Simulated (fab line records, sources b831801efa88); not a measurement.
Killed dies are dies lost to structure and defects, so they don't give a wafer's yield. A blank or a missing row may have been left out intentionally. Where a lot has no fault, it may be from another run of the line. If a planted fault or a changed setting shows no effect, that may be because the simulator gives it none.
fab line records | flow sky130
record: lots: 14 wafers: 42 lastDay: 50
route steps=708 shown NWELL@34 VT_ADJUST_HVTP@94 VT_ADJUST_HVTR@139 CONTACT@410 PAD_OPEN@708
lots with no fault: from the same line, run without faults
startH: start of the lot's first displayed wafer, in hours after the record's first day | waitH: hours since the lot's step before | " as in the row above | L1.1+2: one row covering several wafers at once | - no value present, or no start provided | * or withheld: withheld | < > ~ a bound
route shown NAME@n: names a module that has steps shown in the file, with the first one's number in the route | usual: average and standard deviation across the fault-free wafers | same: alike in all rows | chamber/n: place in a boat | sites: per-site readings | _std_site: how widely they spread, as a standard deviation | _edge_site: inner sites' mean taken away from outer sites' mean | radiusMm: for every site, how far away it sits from the centre of the wafer | mask NAME#n: copy n | behind: the most recent tool/chamber to have shaped the wafer | hold: why the lot went on hold/how many hours it stayed there/how the hold came to an end | device: whichever transistor did not switch (one of n, p or np) | end of line: the same wafers' tests at the end of the route | a step with no rows: only its recipe | killed: dies lost to structure and defects at the first sort, not the wafer's yield | map: the dies of a wafer, with x for killed, . for not killed, _ for no die there
set.NAME: setting as actually run; set.NAME@STEP: the setting as run at that earlier step | model.NAME: the simulator's own value behind a step, which no gauge read
steps of the route over a sample of lots; a table a step, a row a wafer
services: from which hour (startH, from the record's first day; less than 0 if before it) a tool's chamber was out of use, for how many hours, and why
== steps ==
step: SKY_NWELL_THK_MEAS_02
recipe: reads: SiO2_of_NWELL_OXIDATION_01
usual: NWELL_OXIDATION_THK: 10.00/0.16
columns lot.wafer tool chamber startH waitH NWELL_OXIDATION_THK[nm]
L548.1 filmMetro-02 - 45.83 0.0 9.83
L548.4 " - " " 9.98
L548.6 " - " " 10.15
L549.1 filmMetro-02 - 56.93 0.0 10.07
L549.2 " - " " 9.94
L549.5 " - " " 9.90
L550.4 filmMetro-04 - 56.96 0.0 9.93
L550.5 " - " " 9.95
L550.6 " - " " 10.12
L551.1 filmMetro-02 - 63.33 0.0 9.89
L551.4 " - " " 10.03
L551.5 " - " " 10.04
L553.2 filmMetro-02 - 73.38 0.0 9.92
L553.4 " - " " 9.90
L553.6 " - " " 10.07
L554.2 filmMetro-04 - 77.99 0.0 10.14
L554.3 " - " " 10.13
L554.4 " - " " 9.99
L555.1 filmMetro-02 - 83.90 0.0 9.97
L555.2 " - " " 9.88
L555.5 " - " " 10.04
L556.2 filmMetro-02 - 90.33 0.0 10.15
L556.5 " - " " 10.17
L556.6 " - " " 9.97
L557.2 filmMetro-04 - 94.67 0.0 10.07
L557.3 " - " " 10.01
L557.4 " - " " 10.10
L565.1 filmMetro-01 - 135.78 0.0 9.76
L565.3 " - " " 9.92
L565.4 " - " " 9.85
L566.2 filmMetro-04 - 143.27 0.0 10.01
L566.3 " - " " 9.88
L566.6 " - " " 9.83
L567.1 filmMetro-01 - 144.81 0.0 10.07
L567.3 " - " " 10.14
L567.5 " - " " 10.01
L568.2 filmMetro-01 - 150.07 0.0 10.10
L568.3 " - " " 10.16
L568.5 " - " " 10.11
L569.1 filmMetro-04 - 156.15 0.0 9.80
L569.2 " - " " 9.66
L569.3 " - " " 9.55
step: SKY_VT_ADJUST_HVTP_IMPLANT_09
recipe: species: As energyKev: 150 doseCm2: 4.3e+12 tiltDeg: withheld
usual: beamEnergyKeV: 149.99/0.054
columns lot.wafer tool chamber startH waitH beamEnergyKeV
L548.1 implanter-04 0 135.46 0.0 149.97
L548.4 " 0 " " 149.99
L548.6 " 0 " " 149.91
L549.1 implanter-04 0 148.92 0.0 149.92
L549.2 " 0 " " 149.89
L549.5 " 0 " " 149.89
L550.4 implanter-02 0 149.33 0.1 150.03
L550.5 " 0 " " 150.06
L550.6 " 0 " " 150.06
L551.1 implanter-02 0 156.92 0.0 150.10
L551.4 " 0 " " 150.04
L551.5 " 0 " " 150.06
L553.2 implanter-02 0 167.94 0.0 149.92
L553.4 " 0 " " 149.98
L553.6 " 0 " " 149.97
L554.2 implanter-04 0 172.29 0.0 150.11
L554.3 " 0 " " 150.04
L554.4 " 0 " " 150.09
L555.1 implanter-04 0 180.02 0.0 150.01
L555.2 " 0 " " 150.02
L555.5 " 0 " " 150.00
L556.2 implanter-04 0 187.84 0.0 150.03
L556.5 " 0 " " 150.00
L556.6 " 0 " " 149.99
L557.2 implanter-01 0 192.99 0.0 149.95
L557.3 " 0 " " 149.91
L557.4 " 0 " " 149.98
L565.1 implanter-01 0 245.32 0.0 158.61
L565.3 " 0 " " 158.61
L565.4 " 0 " " 158.61
L566.2 implanter-01 0 254.19 0.0 158.77
L566.3 " 0 " " 158.70
L566.6 " 0 " " 158.73
L567.1 implanter-02 0 255.71 0.0 149.97
L567.3 " 0 " " 149.94
L567.5 " 0 " " 149.93
L568.2 implanter-02 0 262.65 0.0 149.99
L568.3 " 0 " " 149.93
L568.5 " 0 " " 149.99
L569.1 implanter-02 0 269.82 0.0 149.97
L569.2 " 0 " " 149.97
L569.3 " 0 " " 150.03
step: SKY_VT_ADJUST_HVTR_OVL_MEAS_08
usual: VT_ADJUST_HVTR_OVL: -0.3/1.6
columns lot.wafer tool chamber startH waitH VT_ADJUST_HVTR_OVL[nm]
L548.1 overlay-02 - 220.37 0.1 -0.2
L548.4 " - " " -0.6
L548.6 " - " " -1.3
L549.1 overlay-01 - 234.92 0.1 1.4
L549.2 " - " " 1.6
L549.5 " - " " -0.8
L550.4 overlay-02 - 236.04 0.1 -0.6
L550.5 " - " " 1.0
L550.6 " - " " 0.5
L551.1 overlay-02 - 246.28 0.1 0.2
L551.4 " - " " 0.7
L551.5 " - " " 2.2
L553.2 overlay-01 - 259.13 0.1 -1.3
L553.4 " - " " -0.4
L553.6 " - " " -1.2
L554.2 overlay-01 - 263.27 0.1 -0.1
L554.3 " - " " 2.1
L554.4 " - " " 0.9
L555.1 overlay-02 - 272.52 0.1 -1.4
L555.2 " - " " -0.2
L555.5 " - " " -1.8
L556.2 overlay-01 - 281.23 0.1 2.0
L556.5 " - " " 2.3
L556.6 " - " " 0.4
L557.2 overlay-01 - 287.94 0.1 -2.1
L557.3 " - " " -0.8
L557.4 " - " " 0.7
L565.1 overlay-01 - 346.92 0.1 0.2
L565.3 " - " " 2.3
L565.4 " - " " 1.7
L566.2 overlay-01 - 356.58 0.1 -1.7
L566.3 " - " " -2.8
L566.6 " - " " -1.3
L567.1 overlay-01 - 357.71 0.1 2.6
L567.3 " - " " 0.6
L567.5 " - " " 3.1
L568.2 overlay-02 - 365.33 0.1 -0.8
L568.3 " - " " 0.7
L568.5 " - " " 1.0
L569.1 overlay-02 - 373.36 0.1 -1.0
L569.2 " - " " -0.9
L569.3 " - " " -0.8
step: SKY_CONTACT_CMP_04
recipe: material: SiO2 downForcePsi: 4 platenRpm: 60 padVelocityMS: 0.94248
usual: motorCurrentA: 12.0/1.3 timeToEndpointS: 82/4.3
columns lot.wafer tool chamber startH waitH motorCurrentA timeToEndpointS
L548.1 cmp-02 0 731.33 0.1 14.0 90
L548.4 " 2 " " 12.5 82
L548.6 " 0 " " 15.5 84
L550.4 cmp-01 3 743.22 0.1 12.1 81
L550.6 " 2 " " 12.0 85
L550.5 " 3 " " 11.6 89
L549.1 cmp-01 1 744.92 0.6 10.7 82
L549.2 " 2 " " 12.1 76
L549.5 " 0 " " 12.0 80
L551.1 cmp-01 0 752.17 0.1 12.8 84
L551.4 " 1 " " 11.2 84
L551.5 " 0 " " 11.8 83
L553.4 cmp-02 1 763.61 0.0 11.2 76
L553.2 " 0 " " 14.9 87
L553.6 " 2 " " 12.6 79
L554.3 cmp-02 0 767.39 0.1 15.0 85
L554.2 " 1 " " 11.3 78
L554.4 " 2 " " 13.2 75
L555.1 cmp-02 0 778.25 0.2 15.5 84
L555.2 " 1 " " 11.2 82
L555.5 " 3 " " 10.7 78
L556.2 cmp-02 3 793.74 0.1 10.1 79
L556.5 " 1 " " 11.9 79
L556.6 " 2 " " 12.8 80
L557.3 cmp-01 0 796.95 0.0 12.6 81
L557.4 " 2 " " 11.8 85
L557.2 " 3 " " 11.7 83
L565.4 cmp-02 1 855.81 0.3 11.1 82
L565.3 " 2 " " 12.7 84
L565.1 " 0 " " 15.3 92
L566.3 cmp-01 1 858.51 0.0 11.5 85
L566.2 " 2 " " 11.8 84
L566.6 " 2 " " 11.6 83
L567.3 cmp-01 1 860.89 0.1 10.9 75
L567.1 " 3 " " 11.6 84
L567.5 " 0 " " 12.1 79
L568.3 cmp-01 3 873.00 0.1 11.1 85
L568.2 " 0 " " 12.8 80
L568.5 " 2 " " 12.2 80
L569.1 cmp-01 3 881.75 0.1 11.7 87
L569.3 " 0 " " 12.4 88
L569.2 " 2 " " 11.1 88
step: SKY_PAD_OPEN_PROBE_99
usual: killed_at_M0_to_M3: 43/6.8 killed_at_M4_up: 3.2/1.7 killedAtContacts: 24/5.7 killedAtFrontEnd: 16/4.3 killedAtOther: 0.3/0.56 killedDies: 86/9.5 killedOpen: 47/6.9 killedShort: 39/5.8
same: grossDies: 492 killedAtBackSide: 0
columns lot.wafer tool chamber startH waitH killed_at_M0_to_M3 killed_at_M4_up killedAtContacts killedAtFrontEnd killedAtOther killedDies killedOpen killedShort
L565.1 prober-02 - 1182.62 0.1 45 3 18 10 1 77 46 30
L565.3 prober-02 - 1182.72 0.2 44 6 21 14 1 86 46 39
L565.4 prober-02 - 1182.77 0.2 37 2 19 13 0 71 37 33
L567.1 prober-02 - 1188.52 0.1 42 2 27 15 1 87 42 45
L567.3 prober-02 - 1188.62 0.2 44 3 23 12 0 82 49 33
L567.5 prober-02 - 1188.72 0.2 50 2 26 14 0 92 48 44
killed by level:class
L565.1 VIA3:geometricParticle:open=13 VIA1:geometricParticle:open=10 LI_CONTACT:geometricParticle:open=6 VIA2:geometricParticle:short=6 CONTACT:geometricParticle:short=5 CONTACT:geometricParticle:open=5 VIA1:geometricParticle:short=4 METAL1:geometricParticle:open=3
L565.3 CONTACT:geometricParticle:open=12 METAL1:geometricParticle:short=8 VIA1:geometricParticle:open=7 VIA3:geometricParticle:open=7 VIA1:geometricParticle:short=6 VIA2:geometricParticle:open=6 FIELD_ISO:geometricParticle:short=4 POLY_GATE:geometricParticle:short=4
L565.4 VIA3:geometricParticle:open=8 VIA2:geometricParticle:open=7 VIA3:geometricParticle:short=6 POLY_GATE:geometricParticle:open=5 CONTACT:geometricParticle:open=5 LI_CONTACT:geometricParticle:open=4 CONTACT:geometricParticle:short=4 LI_CONTACT:geometricParticle:short=3
L567.1 VIA3:geometricParticle:open=12 LI_CONTACT:geometricParticle:open=9 METAL2:geometricParticle:short=7 CONTACT:geometricParticle:open=7 METAL1:geometricParticle:short=6 VIA1:geometricParticle:open=6 FIELD_ISO:geometricParticle:short=4 POLY_GATE:geometricParticle:short=4
L567.3 VIA1:geometricParticle:open=14 VIA3:geometricParticle:open=9 CONTACT:geometricParticle:open=8 FIELD_ISO:geometricParticle:short=7 LI_CONTACT:geometricParticle:open=6 CONTACT:geometricParticle:short=5 VIA2:geometricParticle:open=5 VIA2:geometricParticle:short=4
L567.5 VIA3:geometricParticle:open=10 VIA1:geometricParticle:open=9 CONTACT:geometricParticle:open=8 VIA2:geometricParticle:open=8 VIA1:geometricParticle:short=7 CONTACT:geometricParticle:short=5 LOCAL_INTERCONNECT:geometricParticle:short=5 METAL1:geometricParticle:short=5
== services ==
columns tool chamber startH hours kind
cmp-01 - 116.71 5.0 pm
implanter-02 - 117.65 0.6 repair
cmp-01 - 125.49 2.0 repair
implanter-02 - 142.38 2.9 pm
cmp-01 - 146.27 2.5 repair
cmp-02 - 165.82 0.3 repair
implanter-02 - 185.03 16.6 repair
implanter-02 - 210.94 35.5 pm
cmp-01 - 232.06 4.0 pm
cmp-01 - 301.76 0.5 repair
cmp-01 - 304.68 7.8 pm
cmp-01 - 330.98 2.4 repair
cmp-01 - 331.28 0.2 repair
cmp-01 - 378.98 2.7 repair
cmp-01 - 450.57 0.4 repair
cmp-01 - 572.06 4.0 pm
cmp-01 - 572.53 6.0 repair
cmp-01 - 627.30 0.8 repair
cmp-01 - 649.68 3.6 repair
cmp-01 - 660.30 0.7 repair
cmp-01 - 673.68 5.4 pm
cmp-01 - 772.75 6.6 pm
cmp-01 - 785.66 0.7 repair
cmp-01 - 820.77 0.5 repair
== key ==
firstSign: step: SKY_VT_ADJUST_HVTP_IMPLANT_09 reading: beamEnergyKeV direction: up sigmas: 99+ usual: * struck: *
effect none on later readings
metAt SKY_VT_ADJUST_HVTP_IMPLANT_09
struckLots L565,L566
testerLeftOut L565,L566
notActingAt SKY_NWELL_THK_MEAS_02,SKY_VT_ADJUST_HVTR_OVL_MEAS_08,SKY_CONTACT_CMP_04
onsetBetween 192.99 245.32
fault: kind: processParameterDrift tool: implanter-01 chamber: - onsetH: 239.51 steps: SKY_VT_ADJUST_HVTP_IMPLANT_09 channel: energyKev offset: * shape: step endH: 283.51 actsIn: * stated: *
testerLeftOut: of these lots the tester's yield and bins aren't shown, on N5 and GAA mostly nor the transistor test; their killed dies are dies lost to structure and defects alone, not to doping, threshold or leakage, so they don't give the yield
